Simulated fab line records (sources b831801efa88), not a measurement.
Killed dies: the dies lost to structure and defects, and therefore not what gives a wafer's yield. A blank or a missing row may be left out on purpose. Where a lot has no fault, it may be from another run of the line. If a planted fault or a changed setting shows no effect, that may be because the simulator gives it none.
Comparing a struck lot with a sound one / flow sky130 / 35 steps out of a route of 708
Sound: wafers L346.1, L346.3, L346.4. Struck: wafer L338.2 (left out: L338.3, L338.4 of the same lot, which were not struck); the cause appears at the end.
At each step with rows: each side's tool, then ch and its chambers, then its first start. Under that, the readings that differ: sound wafers / struck wafers / difference of the means / sigmas: that difference in standard deviations of wafers without a fault.
alike: a reading whose means differ by less than 2 such deviations, as well as words and numbers matching on both sides. not compared: withheld readings; readings where some wafer has no value; bounds like >300 that might hide an equal value; numbers whose values overlap and for which the record gives no deviation.
A row with sigmas, a row that says differs or no value, or rows on one side alone: a step with any of these is where the two part. When numbers do not overlap yet have no deviation, they are printed without sigmas and do not part them. A reading missing from all wafers of one side parts the sides only when that side holds two or more wafers.

first, 4 steps without rows for these wafers: SKY_METAL5_SOFTBAKE_10 (time 60 s); SKY_METAL5_EXPOSE_11 (exposes mask MM5, target cd 1600 nm); SKY_METAL5_PEB_12; SKY_METAL5_DEVELOP_13 (develop time 60 s).
SKY_METAL5_DESCUM_14: chemistry O2, time 11 s.
  sound on rieMetal-03 ch 0,1, day 47 11:38; struck on rieMetal-04 ch 1, day 45 07:51
  alike: drypumpMotorCurrentA, heBacksideLeakSccm, oesProductAu
  not compared: rfHoursCounterH
then, 1 step without rows for these wafers: SKY_METAL5_METAL_ETCH_15 (etches the open film in Cl2/BCl3, stops on SiO2, target depth 1260 nm, time 252 s).
SKY_METAL5_STRIP_16: strips in O2/N2.
  sound on plasmaAsher-03 ch 0,1, day 47 11:55; struck on plasmaAsher-03 ch 0, day 45 08:07
  alike: drypumpMotorCurrentA, oesProductAu, stripTimeToEndpointS
  not compared: rfHoursCounterH
then, 3 steps without rows for these wafers: SKY_METAL5_STRIP_17 (strips in post etch residue remover, time 1200 s); SKY_METAL5_CLEAN_18 (cleans in IPA, time 180 s); SKY_METAL5_CLEAN_19 (cleans in O3/DIW).
SKY_PASSIVATION_CVD_00: deposits SiO2, target thk 90 nm.
  sound on pecvd-04 ch 1,2, day 47 12:30; struck on pecvd-04 ch 0, day 45 08:43
  alike: heaterPowerW, susceptorTempC
SKY_PASSIVATION_THK_MEAS_01:
  sound on filmMetro-01 at day 47 12:31; struck on filmMetro-01 at day 45 08:45
  alike: PASSIVATION_CVD_00_THK
SKY_PASSIVATION_CVD_02: deposits Si3N4, target thk 540 nm.
  sound on pecvd-03 ch 0,1, day 47 12:35; struck on pecvd-01 ch 0, day 45 08:48
reading=model.Si3N4_of_PASSIVATION_CVD_02.thkNm (nm); sound=535.9 533.4 544.4; struck=891.3; difference=+353.4; sigmas=
  alike: heaterPowerW, susceptorTempC
SKY_PASSIVATION_THK_MEAS_03:
  sound on filmMetro-03 at day 47 12:49; struck on filmMetro-01 at day 45 09:02
reading=PASSIVATION_CVD_02_THK (nm); sound=536 533 544; struck=891; difference=+353; sigmas=+46
then, 7 steps without rows for these wafers: SKY_PASSIVATION_DEHYDRATE_04 (time 60 s); SKY_PASSIVATION_HMDS_05 (prime time 60 s); SKY_PASSIVATION_COAT_06 (resist thk 3000 nm); SKY_PASSIVATION_SOFTBAKE_07; SKY_PASSIVATION_EXPOSE_08 (exposes mask NSM, target cd 3000 nm); SKY_PASSIVATION_PEB_09; SKY_PASSIVATION_DEVELOP_10 (develop time 60 s).
SKY_PASSIVATION_ETCH_11: etches the open film in CF4/O2, stops on AlCu, target depth 725 nm, time 161.1 s.
  sound on rieDiel-04 ch 0,1, day 48 08:14; struck on rieDiel-01 ch 3, day 46 05:32
reading=oesProductAu (a.u.); sound=0.975 0.974 0.986; struck=1.001; difference=+0.023; sigmas=+3
reading=throttleValvePct (%); sound=5.960 5.964 5.975; struck=5.987; difference=+0.021; sigmas=+2
reading=model.etch.depthNm (nm); sound=700.3 696.3 709.4; struck=731.9; difference=+29.9; sigmas=
reading=model.PASSIVATION.featureDepthNm (nm); sound=700.3 696.3 709.4; struck=731.9; difference=+29.9; sigmas=
  alike: drypumpMotorCurrentA
  not compared: rfHoursCounterH
SKY_PASSIVATION_STRIP_12: strips in O2/N2.
  sound on plasmaAsher-02 ch 0,1, day 48 08:20; struck on plasmaAsher-02 ch 1, day 46 05:38
  alike: drypumpMotorCurrentA, oesProductAu, stripTimeToEndpointS
  not compared: rfHoursCounterH
then, 7 steps without rows for these wafers: SKY_PAD_OPEN_DEHYDRATE_00 (time 60 s); SKY_PAD_OPEN_HMDS_01 (prime time 60 s); SKY_PAD_OPEN_COAT_02 (resist thk 3000 nm); SKY_PAD_OPEN_SOFTBAKE_03; SKY_PAD_OPEN_EXPOSE_04 (exposes mask PDM, target cd 60000 nm); SKY_PAD_OPEN_PEB_05; SKY_PAD_OPEN_DEVELOP_06 (develop time 60 s).
SKY_PAD_OPEN_ETCH_07: etches the open film in CF4/O2, stops on AlCu, target depth 725 nm, time 161.1 s.
  sound on rieDiel-02 ch 1,2,3, day 49 02:43; struck on rieDiel-02 ch 3, day 47 00:43
reading=oesProductAu (a.u.); sound=0.975 0.963 0.970; struck=0.993; difference=+0.024; sigmas=+3
reading=model.etch.depthNm (nm); sound=700.3 696.3 708; struck=716.7; difference=+15.2; sigmas=
reading=model.PAD_OPEN.featureDepthNm (nm); sound=700.3 696.3 708; struck=716.7; difference=+15.2; sigmas=
  alike: drypumpMotorCurrentA, throttleValvePct
  not compared: rfHoursCounterH
SKY_PAD_OPEN_STRIP_08: strips in O2/N2.
  sound on plasmaAsher-01 ch 0,1, day 49 02:49; struck on plasmaAsher-01 ch 0, day 47 00:49
  alike: drypumpMotorCurrentA, oesProductAu, stripTimeToEndpointS
  not compared: rfHoursCounterH
SKY_PAD_OPEN_STRIP_09: strips in post etch residue remover, time 1200 s.
  sound on wetBench-03 ch 2, day 49 02:55; struck on wetBench-04 ch 0, day 47 00:55
reading=model.Si3N4_of_PASSIVATION_CVD_02.thkNm (nm); sound=535.5 533 544.1; struck=891; difference=+353; sigmas=
then, 1 step without rows for these wafers: SKY_PAD_OPEN_CLEAN_10 (cleans in IPA, time 180 s).
SKY_PAD_OPEN_PROBE_99:
  sound on prober-02 at day 49 05:04; struck on prober-02 at day 47 03:07
reading=model.etest.tester.sortNPass; sound=415 386 395; struck=0; difference=-399; sigmas=
reading=model.etest.tester.sort_bin_5_pct (%); sound=8.537 11.99 12.6; struck=93.7; difference=+82.7; sigmas=
reading=model.etest.tester.sortYieldPct (%); sound=84.35 78.46 80.28; struck=0; difference=-81; sigmas=
reading=model.etest.nfet_01v8_turned.open; sound=0 0 0; struck=1; difference=+1; sigmas=
reading=model.etest.diodeNwellSub.underFloor; sound=0 0 0; struck=1; difference=+1; sigmas=
reading=model.etest.resPdiff.open; sound=0 0 0; struck=1; difference=+1; sigmas=
reading=model.etest.resNwell.open; sound=0 0 0; struck=1; difference=+1; sigmas=
reading=model.etest.met5Comb.underFloor; sound=0 0 0; struck=1; difference=+1; sigmas=
  alike: defectLimitedYield, killed_at_M0_to_M3, killed_at_M4_up, killedAtContacts, killedAtFrontEnd, killedAtOther, killedDies, killedOpen, killedShort

WHERE THEY PART
First at SKY_PASSIVATION_THK_MEAS_03; last, within this record, at SKY_PAD_OPEN_ETCH_07. Later steps at which nothing parts them and some readings are alike: SKY_PAD_OPEN_STRIP_08, SKY_PAD_OPEN_PROBE_99.

WHY: whatever the simulator had introduced
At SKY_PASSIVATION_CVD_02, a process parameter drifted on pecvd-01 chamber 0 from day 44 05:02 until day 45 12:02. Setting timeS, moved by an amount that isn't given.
